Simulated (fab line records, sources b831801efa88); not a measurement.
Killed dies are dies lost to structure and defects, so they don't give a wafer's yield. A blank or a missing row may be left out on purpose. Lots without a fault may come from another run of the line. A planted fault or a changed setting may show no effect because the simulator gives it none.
fab line records | flow sky130
record lots=24 wafers=72 last_day=50
route steps=708 shown METAL2@483 VIA2@508
lots that met no fault: from a run of the same line without faults
start_h: hours from the record's first day to the start of the lot's first wafer shown | wait_h: hours since the lot's step before | " the same as in the row above | L1.1+2: a row that stands for several wafers | - no value, or no start given | * or withheld: withheld | < > ~ a bound
route shown NAME@n: a module of which the file shows steps, and the number in the route of the first | usual: mean/standard deviation of fault-free wafers | same: alike in all rows | chamber/n: place in a boat | sites: the reading at each site | _std_site: their standard deviation | _edge_site: outer sites' mean less inner sites' | radius_mm: how far each site lies from the wafer's centre | mask NAME#n: copy n | behind: the tool/chamber that last shaped the wafer | hold: why the lot was held/for how many hours/how that ended | device: the transistor (n, p or np) that didn't switch | end of line: the same wafers' tests at the end of the route | a step without rows: its recipe alone | killed: dies lost to structure and defects at the first sort, not the wafer's yield | map: a wafer's dies, x killed, . not, _ none there
set.NAME: the setting as run; set.NAME@STEP: as run at that earlier step | model.NAME: the simulator's own value behind a step, which no gauge read
steps of the route over a sample of lots; a table a step, a row a wafer
services: from which hour (start_h, from the record's first day; less than 0 if before it) a tool's chamber was out of use, for how many hours, and why
## steps
# step SKY_METAL2_SPUTTER_00
# recipe material=Ti target_thk_nm=15 power_w=3000 time_s=10 chamber_pressure_pa=0.4
# usual throttle_valve_pct=30.4/1.1
# columns lot.wafer tool chamber start_h wait_h throttle_valve_pct
L074.1 pvd_sputter-03 - 800.18 0.1 29.2
L074.3 " - " " 29.7
L074.6 " - " " 30.2
L075.1 pvd_sputter-03 - 812.42 0.1 29.6
L075.4 " - " " 29.4
L075.5 " - " " 29.0
L076.1 pvd_sputter-02 - 821.20 0.1 32.3
L076.4 " - " " 30.4
L076.6 " - " " 31.0
L077.4 pvd_sputter-03 - 829.69 0.2 29.4
L077.5 " - " " 29.9
L077.6 " - " " 28.9
L078.1 pvd_sputter-01 - 833.60 0.2 30.4
L078.3 " - " " 30.2
L078.6 " - " " 30.1
L079.1 pvd_sputter-03 - 848.05 0.1 28.9
L079.3 " - " " 30.0
L079.5 " - " " 29.1
L080.1 pvd_sputter-02 - 850.25 0.1 30.2
L080.2 " - " " 28.9
L080.6 " - " " 30.5
L081.3 pvd_sputter-03 - 853.10 0.1 29.5
L081.4 " - " " 29.1
L081.5 " - " " 31.0
L082.1 pvd_sputter-02 - 860.71 0.2 32.2
L082.3 " - " " 28.8
L082.6 " - " " 28.9
L083.2 pvd_sputter-02 - 871.08 0.2 32.1
L083.3 " - " " 28.8
L083.4 " - " " 31.1
L084.1 pvd_sputter-03 - 873.43 0.1 30.0
L084.5 " - " " 29.0
L084.6 " - " " 29.5
L085.1 pvd_sputter-01 - 882.38 0.1 30.2
L085.2 " - " " 30.3
L085.3 " - " " 32.6
L087.1 pvd_sputter-03 - 896.02 0.1 30.0
L087.3 " - " " 29.3
L087.4 " - " " 31.3
L086.2 pvd_sputter-02 - 897.86 0.1 31.0
L086.3 " - " " 32.1
L086.4 " - " " 30.4
L088.4 pvd_sputter-03 - 898.16 0.1 30.4
L088.5 " - " " 29.2
L088.6 " - " " 29.9
L089.1 pvd_sputter-03 - 913.94 0.2 29.4
L089.2 " - " " 31.1
L089.4 " - " " 29.4
L090.1 pvd_sputter-02 - 920.71 0.1 28.9
L090.4 " - " " 31.1
L090.6 " - " " 30.4
L091.2 pvd_sputter-02 - 923.62 0.1 30.4
L091.5 " - " " 30.3
L091.6 " - " " 31.1
L092.2 pvd_sputter-03 - 929.17 0.1 29.2
L092.3 " - " " 31.3
L092.4 " - " " 29.9
L093.3 pvd_sputter-02 - 943.97 0.2 31.2
L093.4 " - " " 28.8
L093.5 " - " " 31.2
L094.1 pvd_sputter-02 - 945.77 0.2 31.0
L094.4 " - " " 28.9
L094.5 " - " " 28.8
L095.2 pvd_sputter-01 - 948.07 0.1 30.0
L095.3 " - " " 30.0
L095.6 " - " " 31.6
L096.2 pvd_sputter-01 - 957.29 0.1 31.7
L096.4 " - " " 29.9
L096.6 " - " " 31.8
L097.4 pvd_sputter-02 - 965.98 0.1 32.0
L097.5 " - " " 31.0
L097.6 " - " " 32.1
# step SKY_METAL2_OVL_MEAS_16
# usual METAL2_OVL=0/5.7
# columns lot.wafer tool chamber start_h wait_h METAL2_OVL[nm]
L074.1 overlay-01 - 826.88 0.1 -1
L074.3 " - " " -6
L074.6 " - " " -2
L075.1 overlay-01 - 838.93 0.1 -7
L075.4 " - " " 2
L075.5 " - " " -7
L076.1 overlay-02 - 847.66 0.1 2
L076.4 " - " " 7
L076.6 " - " " 1
L077.4 overlay-02 - 856.10 0.1 3
L077.5 " - " " -2
L077.6 " - " " -5
L078.1 overlay-02 - 860.19 0.1 7
L078.3 " - " " 8
L078.6 " - " " 6
L079.1 overlay-02 - 873.53 0.1 6
L079.3 " - " " -3
L079.5 " - " " 6
L080.1 overlay-02 - 875.96 0.1 -10
L080.2 " - " " -3
L080.6 " - " " -3
L081.3 overlay-01 - 878.85 0.1 -4
L081.4 " - " " 6
L081.5 " - " " 4
L082.1 overlay-01 - 886.74 0.1 3
L082.3 " - " " 12
L082.6 " - " " -2
L083.2 overlay-02 - 897.35 0.1 0
L083.3 " - " " -1
L083.4 " - " " 6
L084.1 overlay-01 - 899.24 0.1 1
L084.5 " - " " 2
L084.6 " - " " 0
L085.1 overlay-02 - 908.23 0.1 -4
L085.2 " - " " -6
L085.3 " - " " -4
L087.1 overlay-01 - 921.18 0.1 -2
L087.3 " - " " -7
L087.4 " - " " -9
L086.2 overlay-01 - 923.49 0.1 -5
L086.3 " - " " -4
L086.4 " - " " -7
L088.4 overlay-02 - 923.86 0.1 -7
L088.5 " - " " -13
L088.6 " - " " -3
L089.1 overlay-02 - 938.68 0.1 6
L089.2 " - " " 8
L089.4 " - " " 1
L090.1 overlay-02 - 945.11 0.1 1
L090.4 " - " " 1
L090.6 " - " " -4
L091.2 overlay-01 - 948.14 0.1 -10
L091.5 " - " " -9
L091.6 " - " " -2
L092.2 overlay-01 - 954.11 0.1 7
L092.3 " - " " -9
L092.4 " - " " 6
L093.3 overlay-02 - 967.82 0.1 -1
L093.4 " - " " -5
L093.5 " - " " -5
L094.1 overlay-01 - 970.74 0.1 8
L094.4 " - " " 8
L094.5 " - " " -4
L095.2 overlay-02 - 973.09 0.1 3
L095.3 " - " " 1
L095.6 " - " " 4
L096.2 overlay-02 - 981.44 0.1 -1
L096.4 " - " " 11
L096.6 " - " " -3
L097.4 overlay-01 - 990.71 0.1 9
L097.5 " - " " 4
L097.6 " - " " 6
# step SKY_VIA2_THK_MEAS_01
# recipe reads=SiO2_of_VIA2_HDPCVD_00
# usual VIA2_HDPCVD_THK=1175/17
# columns lot.wafer tool chamber start_h wait_h VIA2_HDPCVD_THK[nm]
L074.1 film_metro-04 - 828.05 0.1 1195
L074.3 " - " " 1215
L074.6 " - " " 1167
L075.1 film_metro-03 - 839.91 0.1 1160
L075.4 " - " " 1182
L075.5 " - " " 1151
L076.1 film_metro-04 - 848.60 0.1 1180
L076.4 " - " " 1174
L076.6 " - " " 1182
L077.4 film_metro-01 - 857.05 0.0 1167
L077.5 " - " " 1180
L077.6 " - " " 1194
L078.1 film_metro-01 - 861.17 0.1 1189
L078.3 " - " " 1157
L078.6 " - " " 1169
L079.1 film_metro-04 - 874.47 0.1 1182
L079.3 " - " " 1147
L079.5 " - " " 1189
L080.1 film_metro-04 - 876.93 0.1 1175
L080.2 " - " " 1169
L080.6 " - " " 1192
L081.3 film_metro-03 - 879.83 0.1 1167
L081.4 " - " " 1180
L081.5 " - " " 1177
L082.1 film_metro-03 - 887.72 0.1 1164
L082.3 " - " " 1159
L082.6 " - " " 1165
L083.2 film_metro-01 - 898.32 0.1 1156
L083.3 " - " " 1207
L083.4 " - " " 1193
L084.1 film_metro-04 - 900.28 0.1 1156
L084.5 " - " " 1164
L084.6 " - " " 1194
L085.1 film_metro-03 - 909.20 0.1 1176
L085.2 " - " " 1174
L085.3 " - " " 1164
L087.1 film_metro-04 - 922.12 0.1 1166
L087.3 " - " " 1139
L087.4 " - " " 1169
L086.2 film_metro-01 - 924.48 0.1 1190
L086.3 " - " " 1177
L086.4 " - " " 1174
L088.4 film_metro-01 - 924.86 0.1 1193
L088.5 " - " " 1169
L088.6 " - " " 1156
L089.1 film_metro-03 - 939.66 0.1 1180
L089.2 " - " " 1148
L089.4 " - " " 1190
L090.1 film_metro-03 - 946.08 0.1 1170
L090.4 " - " " 1149
L090.6 " - " " 1183
L091.2 film_metro-01 - 949.08 0.1 1155
L091.5 " - " " 1164
L091.6 " - " " 1184
L092.2 film_metro-04 - 955.06 0.1 1185
L092.3 " - " " 1181
L092.4 " - " " 1163
L093.3 film_metro-04 - 968.86 0.1 1187
L093.4 " - " " 1159
L093.5 " - " " 1204
L094.1 film_metro-03 - 971.69 0.1 1173
L094.4 " - " " 1192
L094.5 " - " " 1181
L095.2 film_metro-01 - 974.04 0.1 1176
L095.3 " - " " 1165
L095.6 " - " " 1154
L096.2 film_metro-01 - 982.38 0.1 1168
L096.4 " - " " 1152
L096.6 " - " " 1161
L097.4 film_metro-04 - 991.66 0.0 1169
L097.5 " - " " 1190
L097.6 " - " " 1160
# step SKY_VIA2_CMP_02
# recipe material=SiO2 down_force_psi=4 platen_rpm=60 pad_velocity_m_s=0.94248
# usual edge_zone_pressure_frac=0.999/0.0056 motor_current_A=12.0/1.2
# columns lot.wafer tool chamber start_h wait_h edge_zone_pressure_frac motor_current_A
L074.3 cmp-01 1 828.30 0.2 1.001 11.2
L074.1 " 2 " " 1.013 9.1
L074.6 " 1 " " 1.000 11.9
L075.4 cmp-01 2 839.97 0.0 0.995 9.7
L075.1 " 3 " " 1.002 13.4
L075.5 " 3 " " 0.997 12.2
L076.4 cmp-02 0 848.66 0.0 0.994 12.8
L076.1 " 3 " " 0.998 12.6
L076.6 " 0 " " 0.995 13.4
L077.4 cmp-01 2 857.23 0.2 0.989 9.9
L077.6 " 3 " " 1.009 12.3
L077.5 " 0 " " 1.003 12.7
L078.3 cmp-02 0 861.23 0.0 1.003 13.3
L078.1 " 3 " " 1.002 12.9
L078.6 " 0 " " 0.995 12.2
L079.1 cmp-01 2 874.58 0.1 0.997 9.0
L079.3 " 0 " " 0.993 12.3
L079.5 " 1 " " 1.003 11.6
L080.1 cmp-02 2 877.09 0.1 1.006 11.8
L080.2 " 3 " " 1.003 13.3
L080.6 " 0 " " 0.990 13.1
L081.3 cmp-02 0 879.87 0.0 1.009 13.1
L081.4 " 3 " " 1.003 12.8
L081.5 " 0 " " 0.996 12.7
L082.1 cmp-02 1 887.78 0.1 1.002 12.0
L082.3 " 0 " " 0.997 12.9
L082.6 " 1 " " 1.006 11.6
L083.3 cmp-02 0 898.37 0.0 1.001 12.6
L083.4 " 2 " " 1.001 12.4
L083.2 " 3 " " 1.009 13.3
L084.1 cmp-02 0 900.39 0.1 1.012 12.9
L084.6 " 3 " " 0.994 12.8
L084.5 " 0 " " 0.998 13.2
L085.3 cmp-01 1 909.31 0.1 1.009 11.1
L085.1 " 2 " " 0.991 8.9
L085.2 " 3 " " 0.993 13.5
L087.1 cmp-02 0 922.18 0.1 1.006 13.0
L087.4 " 1 " " 0.995 12.0
L087.3 " 3 " " 0.999 12.0
L086.4 cmp-01 0 924.53 0.0 0.992 12.2
L086.3 " 2 " " 0.993 9.2
L086.2 " 3 " " 1.012 12.6
L088.4 cmp-01 0 924.89 0.0 0.995 12.4
L088.5 " 0 " " 0.999 11.9
L088.6 " 1 " " 0.997 11.2
L089.4 cmp-01 1 939.72 0.0 0.995 11.3
L089.2 " 2 " " 0.996 9.0
L089.1 " 0 " " 1.003 12.0
L090.1 cmp-02 0 946.14 0.1 0.991 12.7
L090.4 " 2 " " 1.000 12.1
L090.6 " 0 " " 0.997 13.2
L091.2 cmp-01 3 949.23 0.1 0.998 12.6
L091.5 " 1 " " 0.997 11.9
L091.6 " 2 " " 0.994 9.1
L092.3 cmp-01 0 955.11 0.0 1.000 12.5
L092.4 " 1 " " 1.003 11.1
L092.2 " 2 " " 0.987 9.0
L093.4 cmp-02 3 968.90 0.0 0.995 13.0
L093.3 " 1 " " 1.002 11.6
L093.5 " 3 " " 1.004 12.7
L094.1 cmp-01 1 971.85 0.1 0.997 11.7
L094.4 " 2 " " 0.986 9.0
L094.5 " 3 " " 0.998 12.3
L095.3 cmp-01 2 974.19 0.1 1.001 8.9
L095.2 " 3 " " 0.999 12.5
L095.6 " 0 " " 0.999 12.2
L096.4 cmp-02 1 982.48 0.1 1.003 11.7
L096.2 " 2 " " 1.009 12.5
L096.6 " 0 " " 0.995 12.4
L097.4 cmp-02 2 991.84 0.2 0.996 12.7
L097.6 " 3 " " 1.009 13.6
L097.5 " 0 " " 1.003 12.5
# step SKY_VIA2_ETCH_14
# recipe chemistry=N2/H2 target=BARC ion_energy_ev=200 source_w=500 bias_w=100 pressure_mtorr=30 n2_flow_sccm=100 h2_flow_sccm=200 stop_on=SiO2 time_s=45.9 target_depth_a=600
# usual drypump_motor_current_A=5.7/0.37 oes_product_au=0.858/0.0048 throttle_valve_pct=13.226/0.0088
# columns lot.wafer tool chamber start_h wait_h drypump_motor_current_A oes_product_au rf_hours_counter_h throttle_valve_pct
L074.1 rie_diel-03 3 854.73 0.0 6.2 0.858 0 13.214
L074.3 " 0 " " 6.0 0.862 2 13.228
L074.6 " 1 " " 5.4 0.851 - 13.231
L075.1 rie_diel-03 2 866.61 0.0 5.2 0.855 12 13.231
L075.4 " 1 " " 5.4 0.847 15 13.215
L075.5 " 1 " " 5.4 0.850 - 13.239
L076.1 rie_diel-01 1 875.13 0.0 5.6 0.860 5 13.216
L076.4 " 2 " " 5.8 0.860 24 13.240
L076.6 " 2 " " 5.8 0.857 - 13.233
L077.4 rie_diel-03 1 882.89 0.0 5.4 0.856 16 13.234
L077.5 " 1 " " 5.4 0.857 - 13.248
L077.6 " 0 " " 6.0 0.854 - 13.243
L078.1 rie_diel-04 0 887.13 0.0 6.1 0.858 26 13.211
L078.3 " 3 " " 6.1 0.858 18 13.229
L078.6 " 1 " " 5.9 0.852 - 13.225
L079.1 rie_diel-03 1 900.79 0.0 5.4 0.851 16 13.215
L079.3 " 0 " " 6.0 0.853 4 13.233
L079.5 " 2 " " 5.2 0.856 - 13.222
L080.1 rie_diel-03 1 903.28 0.0 5.4 0.862 16 13.226
L080.2 " 2 " " 5.2 0.858 13 13.217
L080.6 " 1 " " 5.4 0.856 - 13.229
L081.3 rie_diel-03 1 906.08 0.0 5.4 0.858 17 13.231
L081.4 " 0 " " 6.1 0.859 4 13.234
L081.5 " 0 " " 6.0 0.862 - 13.218
L082.1 rie_diel-04 3 913.38 0.0 6.1 0.851 19 13.242
L082.3 " 0 " " 6.1 0.858 27 13.225
L082.6 " 0 " " 6.1 0.860 - 13.217
L083.2 rie_diel-01 2 923.81 0.0 5.8 0.853 26 13.236
L083.3 " 0 " " 5.4 0.849 8 13.230
L083.4 " 1 " " 5.7 0.857 7 13.214
L084.1 rie_diel-04 2 925.26 0.0 5.1 0.861 8 13.231
L084.5 " 2 " " 5.1 0.861 - 13.237
L084.6 " 1 " " 5.8 0.855 - 13.233
L085.1 rie_diel-01 0 934.29 0.0 5.3 0.861 8 13.217
L085.2 " 1 " " 5.6 0.851 7 13.228
L085.3 " 2 " " 5.8 0.868 26 13.214
L087.1 rie_diel-03 1 947.31 0.0 5.4 0.861 18 13.227
L087.3 " 2 " " 5.2 0.856 14 13.239
L087.4 " 2 " " 5.2 0.861 - 13.229
L086.2 rie_diel-01 2 949.36 0.0 5.8 0.863 27 13.233
L086.3 " 1 " " 5.6 0.856 8 13.221
L086.4 " 3 " " 6.1 0.858 14 13.232
L088.4 rie_diel-01 1 950.02 0.0 5.6 0.857 8 13.229
L088.5 " 2 " " 5.8 0.857 - 13.242
L088.6 " 1 " " 5.6 0.860 - 13.222
L089.1 rie_diel-01 3 964.87 0.0 6.1 0.859 15 13.229
L089.2 " 0 " " 5.3 0.867 9 13.225
L089.4 " 1 " " 5.6 0.857 8 13.218
L090.1 rie_diel-01 0 971.29 0.0 5.3 0.867 9 13.228
L090.4 " 1 " " 5.6 0.860 8 13.217
L090.6 " 2 " " 5.8 0.866 - 13.219
L091.2 rie_diel-03 1 974.34 0.0 5.4 0.862 19 13.228
L091.5 " 1 " " 5.4 0.857 - 13.230
L091.6 " 2 " " 5.2 0.866 - 13.228
L092.2 rie_diel-04 1 979.19 0.0 5.8 0.859 7 13.232
L092.3 " 3 " " 6.1 0.865 21 13.215
L092.4 " 3 " " 6.1 0.862 - 13.222
L093.3 rie_diel-01 3 992.56 0.0 6.1 0.859 15 13.215
L093.4 " 1 " " 5.6 0.853 9 13.230
L093.5 " 1 " " 5.6 0.854 - 13.221
L094.1 rie_diel-04 0 995.88 0.0 6.1 0.859 0 13.228
L094.4 " 2 " " 5.1 0.856 11 13.204
L094.5 " 2 " " 5.1 0.854 - 13.216
L095.2 rie_diel-03 1 998.76 0.0 5.4 0.860 20 13.237
L095.3 " 0 " " 6.0 0.858 6 13.234
L095.6 " 0 " " 6.0 0.851 - 13.217
L096.2 rie_diel-03 0 1006.71 0.0 6.0 0.857 6 13.213
L096.4 " 2 " " 5.2 0.865 16 13.230
L096.6 " 1 " " 5.4 0.858 - 13.238
L097.4 rie_diel-04 1 1015.33 0.0 5.8 0.862 8 13.221
L097.5 " 3 " " 6.1 0.865 - 13.211
L097.6 " 0 " " 6.1 0.863 - 13.202
# step SKY_VIA2_CVD_21
# recipe material=W target_thk_nm=420 time_s=126.4 temp_c=400 pressure_torr=40
# usual heater_power_w=795/25
# columns lot.wafer tool chamber start_h wait_h heater_power_w
L074.1 cvd_w-02 0 855.52 0.0 761
L074.3 " 1 " " 795
L074.6 " 0 " " 797
L075.1 cvd_w-02 0 867.71 0.0 785
L075.4 " 1 " " 806
L075.5 " 1 " " 796
L076.1 cvd_w-01 0 875.91 0.0 782
L076.4 " 0 " " 807
L076.6 " 0 " " 798
L077.4 cvd_w-01 0 883.72 0.1 778
L077.5 " 0 " " 772
L077.6 " 1 " " 847
L078.1 cvd_w-01 1 887.90 0.0 869
L078.3 " 0 " " 788
L078.6 " 0 " " 806
L079.1 cvd_w-01 1 901.57 0.0 854
L079.3 " 1 " " 830
L079.5 " 0 " " 794
L080.1 cvd_w-02 1 904.03 0.0 802
L080.2 " 0 " " 780
L080.6 " 0 " " 757
L081.3 cvd_w-02 1 906.94 0.1 806
L081.4 " 0 " " 762
L081.5 " 1 " " 808
L082.1 cvd_w-02 0 914.13 0.0 779
L082.3 " 1 " " 802
L082.6 " 1 " " 819
L083.2 cvd_w-02 1 924.57 0.0 785
L083.3 " 1 " " 809
L083.4 " 0 " " 771
L084.1 cvd_w-02 1 926.03 0.0 820
L084.5 " 1 " " 802
L084.6 " 0 " " 760
L085.1 cvd_w-01 0 935.05 0.0 765
L085.2 " 1 " " 802
L085.3 " 0 " " 790
L087.1 cvd_w-02 0 948.07 0.0 770
L087.3 " 0 " " 780
L087.4 " 1 " " 776
L086.2 cvd_w-01 1 950.15 0.0 795
L086.3 " 1 " " 790
L086.4 " 0 " " 781
L088.4 cvd_w-02 0 950.86 0.1 770
L088.5 " 1 " " 829
L088.6 " 0 " " 766
L089.1 cvd_w-02 1 965.64 0.0 801
L089.2 " 0 " " 763
L089.4 " 0 " " 773
L090.1 cvd_w-01 1 972.09 0.0 781
L090.4 " 0 " " 783
L090.6 " 0 " " 799
L091.2 cvd_w-02 1 975.18 0.0 805
L091.5 " 0 " " 789
L091.6 " 1 " " 834
L092.2 cvd_w-01 1 979.95 0.0 803
L092.3 " 1 " " 780
L092.4 " 0 " " 771
L093.3 cvd_w-01 0 993.36 0.1 815
L093.4 " 1 " " 799
L093.5 " 0 " " 776
L094.1 cvd_w-02 0 996.67 0.0 805
L094.4 " 1 " " 813
L094.5 " 0 " " 779
L095.2 cvd_w-02 1 999.52 0.0 812
L095.3 " 0 " " 771
L095.6 " 0 " " 789
L096.2 cvd_w-01 1 1007.47 0.0 808
L096.4 " 1 " " 805
L096.6 " 0 " " 781
L097.4 cvd_w-01 1 1016.13 0.1 790
L097.5 " 1 " " 782
L097.6 " 0 " " 777
## services
# columns tool chamber start_h hours kind
rie_diel-04 2 779.68 2.4 repair
cmp-02 - 788.58 0.3 repair
cmp-02 - 796.92 5.1 pm
rie_diel-04 - 806.81 2.9 repair
rie_diel-01 - 808.10 1.2 repair
cvd_w-01 - 823.83 2.0 repair
rie_diel-01 3 827.96 14.4 repair
cmp-01 - 830.29 0.9 repair
pvd_sputter-02 - 858.43 1.9 repair
cvd_w-01 - 859.36 13.1 repair
cvd_w-01 - 866.60 1.5 repair
rie_diel-01 3 885.95 15.0 repair
cmp-01 - 895.70 7.0 pm
cvd_w-01 - 904.00 14.0 pm
cmp-02 - 912.00 4.0 pm
cvd_w-02 0 931.08 14.3 repair
rie_diel-03 0 940.75 26.5 repair
cvd_w-02 - 952.38 0.3 repair
cvd_w-01 1 959.79 9.3 repair
pvd_sputter-03 - 963.17 1.2 repair
cmp-02 - 970.80 5.8 repair
cvd_w-02 - 984.42 6.9 pm
cvd_w-01 - 996.10 6.0 pm
cvd_w-02 - 1000.79 24.6 repair
## key
fault none
